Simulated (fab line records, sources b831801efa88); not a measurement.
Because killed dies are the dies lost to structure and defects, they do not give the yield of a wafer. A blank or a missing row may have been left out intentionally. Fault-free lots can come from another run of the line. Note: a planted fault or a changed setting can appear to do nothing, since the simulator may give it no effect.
The tool behind it: which one? || flow gf180mcu || 6 lots (16 wafers sampled), 1 step of a 602-step route

## WHAT THE GAUGES READ, wafer by wafer
GF_HV_LDD_THK_MEAS_55.
{"lot": "L504", "measured": "day 13 01:40", "on": "film metro-01", "HV_LDD_CVD_54_THK (nm)": "10.10 9.96 10.00"}
{"lot": "L508", "measured": "day 14 12:10", "on": "film metro-02", "HV_LDD_CVD_54_THK (nm)": "10.05 10.00 10.04"}
{"lot": "L515", "measured": "day 16 22:50", "on": "film metro-01", "HV_LDD_CVD_54_THK (nm)": "9.84 9.90"}
{"lot": "L517", "measured": "day 17 14:28", "on": "film metro-01", "HV_LDD_CVD_54_THK (nm)": "10.02 9.93"}
{"lot": "L522", "measured": "day 19 03:40", "on": "film metro-01", "HV_LDD_CVD_54_THK (nm)": "9.99 9.95 9.93"}
{"lot": "L524", "measured": "day 20 00:23", "on": "film metro-01", "HV_LDD_CVD_54_THK (nm)": "10.09 10.06 9.97"}

## EACH LOT AND THE TOOL THAT RAN IT (in order: tool; ch and the chambers of the sampled wafers; start)
The record shows no process step preceding these readings.

## THE ANSWER, worked out from the rows above alone
Rule: the usual values come from the lots themselves. The widest of any qualifying gaps counts: lots, ordered by their means at a reading, are off when they make up no more than a third of the lots, leave a main group of 4 or more, and stand apart from it by 3 or more times the standard deviation of that group's means. A main group whose means are all the same, to the digits that the tables above print for the reading, isn't used. A lot without any number at a reading at which 4 lots or more have one is off too. Where the step has rows for the other lots, those lots are counted as sound.
No lot is off at any reading shown: from this, nothing can be told.

## WHAT WAS PUT IN BY THE SIMULATOR
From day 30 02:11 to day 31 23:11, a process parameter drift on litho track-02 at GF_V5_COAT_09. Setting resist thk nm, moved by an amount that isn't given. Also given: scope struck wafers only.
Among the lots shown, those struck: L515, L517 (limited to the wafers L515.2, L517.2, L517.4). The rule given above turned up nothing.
